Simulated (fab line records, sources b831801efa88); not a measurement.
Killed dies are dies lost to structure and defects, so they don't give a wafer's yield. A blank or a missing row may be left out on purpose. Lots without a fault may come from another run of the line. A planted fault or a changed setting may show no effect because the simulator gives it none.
Split-lot experiment | flow sky130 | 5 lots, 23 wafers read, on a route of 708 steps

THE SPLIT
At SKY_LDD_LDN_SOFTBAKE_03 (time 60 s), the setting temp_c was moved away from the recipe's 90 C on 7 of the 23 wafers read, by -4.1% to +4.1%. The other wafers ran this setting at the recipe's value.

FROM THE SPLIT TO THE READING: what the file shows between them, 2 steps
- SKY_LDD_LDN_EXPOSE_04: exposes mask LDNTM, target cd 700 nm
- SKY_LDD_LDN_PEB_05

THE READING
NOVOLAK_of_LDD_LDN_COAT_02.thk_nm (the simulator's own value, which no gauge read), in nm, at SKY_LDD_LDN_DEVELOP_06 (develop time 60 s). The file gives no usual value for it. The 16 wafers here that ran the recipe average 1139 nm, standard deviation 3.2 nm.

wafer  | tool, chamber at the split | temp_c as run, C | against the recipe | NOVOLAK_of_LDD_LDN_COAT_02.thk_nm, nm | against lot-mates on the recipe
L074.1 | litho_track-02, 0          | 93.67            | +4.1%              | 1122                                  | -14
L074.2 | litho_track-02, 0          | 90               | recipe             | 1135                                  | -
L074.3 | litho_track-02, 0          | 93.67            | +4.1%              | 1123                                  | -13
L074.5 | litho_track-02, 0          | 90               | recipe             | 1139                                  | -
L074.6 | litho_track-02, 0          | 90               | recipe             | 1134                                  | -
L076.1 | litho_track-01, 0          | 90               | recipe             | 1144                                  | -
L076.5 | litho_track-01, 0          | 90               | recipe             | 1144                                  | -
L076.2 | litho_track-01, 0          | 90               | recipe             | 1143                                  | -
L080.2 | litho_track-04, 0          | 90               | recipe             | 1134                                  | -
L080.3 | litho_track-04, 0          | 90               | recipe             | 1138                                  | -
L080.5 | litho_track-04, 0          | 90               | recipe             | 1138                                  | -
L080.4 | litho_track-04, 0          | 90               | recipe             | 1137                                  | -
L080.6 | litho_track-04, 0          | 90               | recipe             | 1140                                  | -
L079.1 | litho_track-01, 0          | 88.76            | -1.4%              | 1145                                  | +6
L079.2 | litho_track-01, 0          | 88.76            | -1.4%              | 1144                                  | +4
L079.3 | litho_track-01, 0          | 90               | recipe             | 1142                                  | -
L079.4 | litho_track-01, 0          | 90               | recipe             | 1137                                  | -
L079.5 | litho_track-01, 0          | 88.76            | -1.4%              | 1147                                  | +8
L083.1 | litho_track-01, 0          | 90               | recipe             | 1139                                  | -
L083.2 | litho_track-01, 0          | 86.35            | -4.1%              | 1148                                  | +10
L083.3 | litho_track-01, 0          | 86.35            | -4.1%              | 1147                                  | +9
L083.5 | litho_track-01, 0          | 90               | recipe             | 1140                                  | -
L083.6 | litho_track-01, 0          | 90               | recipe             | 1136                                  | -

THE FIT
A straight line over all 23 wafers: NOVOLAK_of_LDD_LDN_COAT_02.thk_nm changes by -3.23 nm for each +1% of temp_c; r = -0.87; the points scatter about the line by 3.3 nm.
The same after taking each lot's own level away (the mean of its wafers on the recipe; 23 wafers): -2.91 nm for each +1%; r = -0.93; scatter 2.1 nm.
On that fit, the largest move of temp_c shifts the reading by 12 nm.
The lots' own levels span 1136.0 to 1143.7 nm, that is 2.4 times the standard deviation above.
So the lot-to-lot level changes the slope: the two fits differ.
Check: with one of the wafers moved furthest among these (+4.1%) left out of the fit, the line predicts -11.2 nm for it against its lot-mates. It came out at -14 nm against them.

OTHER SPLITS ON THESE WAFERS
These wafers also went through other splits before the reading. Each is held against what the fit with the lots' levels taken away leaves over:
other split on the same wafers    | wafers away from the commonest value | r with NOVOLAK_of_LDD_LDN_COAT_02.thk_nm (lot level and that fit taken away)
SKY_RES_PROTECT_EXPOSE_04 dose_mj | 5                                    | +0.35
SKY_LDD_N_COAT_02 spin_rpm        | 4                                    | -0.40
SKY_LDD_N_IMPLANT_09 energy_kev   | 8                                    | -0.06
SKY_LDD_HVN_COAT_02 resist_thk_nm | 9                                    | +0.21
SKY_LDD_HVN_SOFTBAKE_03 time_s    | 10                                   | +0.13

THE WHOLE CHAIN: every reading that the file lists as answering this split, in the file's order
step                   | what it does      | reading                                                                            | change (the file's fit)              | r (the file's)
SKY_LDD_LDN_DEVELOP_06 | develop time 60 s | NOVOLAK_of_LDD_LDN_COAT_02.thk_nm (the simulator's own value, which no gauge read) | -2.94 nm for each +1% of the setting | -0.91
SKY_LDD_LDN_STRIP_12   | strips in O2/N2   | strip_time_to_endpoint_s                                                           | withheld for each +1% of the setting | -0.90

THE FILE'S OWN FIT
NOVOLAK_of_LDD_LDN_COAT_02.thk_nm changes by -2.94 nm for each +1% of temp_c, r = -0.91.
